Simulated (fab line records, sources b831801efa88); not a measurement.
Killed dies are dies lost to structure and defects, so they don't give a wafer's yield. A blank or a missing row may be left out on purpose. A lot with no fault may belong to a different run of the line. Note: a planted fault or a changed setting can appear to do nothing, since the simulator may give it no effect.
Chamber matching / flow gf180mcu / 4 sister chambers for GF_V4_CMP_04 on cmp-01
The step polishes SiO2. 8 wafers are shown with their chamber, then 12 later ones without.

## WAFERS PAIRED WITH THEIR CHAMBERS
wafer=L081.6; chamber=3; motor current A (A)=12.0; time to endpoint s (s)=83
wafer=L085.4; chamber=3; motor current A (A)=12.8; time to endpoint s (s)=81
wafer=L085.6; chamber=2; motor current A (A)=11.2; time to endpoint s (s)=82
wafer=L086.1; chamber=1; motor current A (A)=10.6; time to endpoint s (s)=81
wafer=L086.5; chamber=0; motor current A (A)=12.7; time to endpoint s (s)=92
wafer=L087.2; chamber=1; motor current A (A)=10.1; time to endpoint s (s)=78
wafer=L087.3; chamber=2; motor current A (A)=12.3; time to endpoint s (s)=83
wafer=L087.4; chamber=0; motor current A (A)=12.1; time to endpoint s (s)=82

## WAFERS WHOSE CHAMBER IS MISSING
wafer=L089.2; motor current A (A)=12.5; time to endpoint s (s)=77
wafer=L089.3; motor current A (A)=11.9; time to endpoint s (s)=78
wafer=L089.4; motor current A (A)=11.8; time to endpoint s (s)=82
wafer=L093.1; motor current A (A)=11.2; time to endpoint s (s)=79
wafer=L093.4; motor current A (A)=12.3; time to endpoint s (s)=80
wafer=L093.5; motor current A (A)=12.4; time to endpoint s (s)=79
wafer=L094.2; motor current A (A)=10.6; time to endpoint s (s)=77
wafer=L094.4; motor current A (A)=12.3; time to endpoint s (s)=77
wafer=L094.5; motor current A (A)=11.2; time to endpoint s (s)=89
wafer=L095.2; motor current A (A)=11.9; time to endpoint s (s)=75
wafer=L095.4; motor current A (A)=12.6; time to endpoint s (s)=87
wafer=L095.5; motor current A (A)=12.5; time to endpoint s (s)=79

## CHAMBER TAKEN BY EACH
wafer=L089.2; from the rows above=can't be placed: 3 or 2 or 0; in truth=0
wafer=L089.3; from the rows above=can't be placed: 2 or 3 or 0 or 1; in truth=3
wafer=L089.4; from the rows above=can't be placed: 2 or 3 or 0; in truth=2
wafer=L093.1; from the rows above=can't be placed: 2 or 1 or 3 or 0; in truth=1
wafer=L093.4; from the rows above=can't be placed: 3 or 2 or 0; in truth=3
wafer=L093.5; from the rows above=can't be placed: 3 or 2 or 0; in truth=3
wafer=L094.2; from the rows above=can't be placed: 1 or 2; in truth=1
wafer=L094.4; from the rows above=can't be placed: 3 or 2 or 0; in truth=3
wafer=L094.5; from the rows above=can't be placed: 2 or 0 or 3 or 1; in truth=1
wafer=L095.2; from the rows above=can't be placed: 2 or 3 or 1 or 0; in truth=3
wafer=L095.4; from the rows above=can't be placed: 0 or 3 or 2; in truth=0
wafer=L095.5; from the rows above=can't be placed: 3 or 2 or 0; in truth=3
Correct placement for 0 of the 12. Not placeable from these rows: 12 (in 12, the candidates include the true chamber). Placed wrongly: 0.
How it was worked out, from the rows above alone: a wafer's distance from a chamber is the root of the sum, over the readings, of the square of ((its reading less the chamber's mean) divided by the reading's scatter). If the next closest chamber is less than 2 further off than the closest, the wafer can't be placed; otherwise it belongs to the closest. A chamber's mean is the mean of its shown wafers. The scatter is the square root of a quotient: the sum, over the shown wafers, of each reading's squared deviation from its chamber's mean, divided by wafers minus chambers.
